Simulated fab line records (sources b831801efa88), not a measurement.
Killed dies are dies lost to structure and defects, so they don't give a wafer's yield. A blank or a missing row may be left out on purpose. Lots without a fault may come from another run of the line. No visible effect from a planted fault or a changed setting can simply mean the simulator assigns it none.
Split-lot trial ; flow gf180mcu ; 27 wafers read from 5 lots, route of 602 steps

== ABOUT THE SPLIT ==
At GF_M4_DEVELOP_13 (develop time 60 s), the setting develop_time_s was moved away from the recipe's 60 s on 9 of the 27 wafers read, by -56.7% to +42.2%. For the rest of the wafers, this setting stayed at what the recipe calls for.

There is no step in the file separating the split from the reading.

== THE READING ==
At GF_M4_CD_MEAS_14: cd_nm in nanometres, against a target cd of 280 nm. Fault-free wafers of this fab line usually give 280.3 nm, standard deviation 1.5 nm.

wafer;tool, chamber at the split;develop_time_s as run, s;against the recipe;cd_nm, nm;against lot-mates on the recipe
L074.1;litho_track-01, 0;60;recipe;280.4;-
L074.3;litho_track-01, 0;60;recipe;280.6;-
L074.6;litho_track-01, 0;60;recipe;280.3;-
L075.1;litho_track-01, 0;33.13;-44.8%;278.8;+1.8
L075.2;litho_track-01, 0;33.13;-44.8%;279.8;+2.8
L075.3;litho_track-01, 0;60;recipe;276.8;-
L075.4;litho_track-01, 0;33.13;-44.8%;278.6;+1.6
L075.5;litho_track-01, 0;60;recipe;277.6;-
L075.6;litho_track-01, 0;60;recipe;276.5;-
L079.1;litho_track-04, 0;60;recipe;282.3;-
L079.2;litho_track-04, 0;60;recipe;281.5;-
L079.3;litho_track-04, 0;60;recipe;281.2;-
L079.4;litho_track-04, 0;60;recipe;281.5;-
L079.5;litho_track-04, 0;60;recipe;282.1;-
L079.6;litho_track-04, 0;60;recipe;281.0;-
L081.1;litho_track-01, 0;60;recipe;280.2;-
L081.2;litho_track-01, 0;85.31;+42.2%;278.8;-1.9
L081.3;litho_track-01, 0;85.31;+42.2%;278.6;-2.1
L081.4;litho_track-01, 0;60;recipe;281.3;-
L081.5;litho_track-01, 0;60;recipe;280.6;-
L081.6;litho_track-01, 0;85.31;+42.2%;278.5;-2.2
L085.1;litho_track-04, 0;60;recipe;280.1;-
L085.2;litho_track-04, 0;25.99;-56.7%;284.0;+3.1
L085.3;litho_track-04, 0;25.99;-56.7%;284.2;+3.3
L085.4;litho_track-04, 0;25.99;-56.7%;283.7;+2.8
L085.5;litho_track-04, 0;60;recipe;281.0;-
L085.6;litho_track-04, 0;60;recipe;281.6;-

FIT RESULTS
A straight line over all 27 wafers: cd_nm changes by -0.0326 nm for each +1% of develop_time_s; r = -0.45; the points scatter about the line by 1.8 nm.
The same after taking each lot's own level away (the mean of its wafers on the recipe; 27 wafers): -0.0506 nm for each +1%; r = -0.95; scatter 0.44 nm.
That fit puts the effect of the largest move of develop_time_s on the reading at 2.9 nm.
Measured against the standard deviation above, the lots' own levels, which go from 276.97 to 281.60 nm, span 3.1 times it.
So the lot-to-lot level blurs the effect unless lot-mates are compared.
Check: +2.84 nm against its lot-mates is what the line predicts for one of the wafers moved furthest among these (-56.7%) when that wafer is left out of the fit. Against them it came out at +3.1 nm.

== ADDITIONAL SPLITS CARRIED BY THESE WAFERS ==
These wafers also went through other splits before the reading. Each is held against what the fit with the lots' levels taken away leaves over:
other split on the same wafers;wafers away from the commonest value;r with cd_nm (lot level and that fit taken away)
GF_V3_CVD_02 time_s;12;+0.09

== THE FILE'S OWN FIT ==
cd_nm changes by -0.0508 nm for each +1% of develop_time_s, r = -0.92.
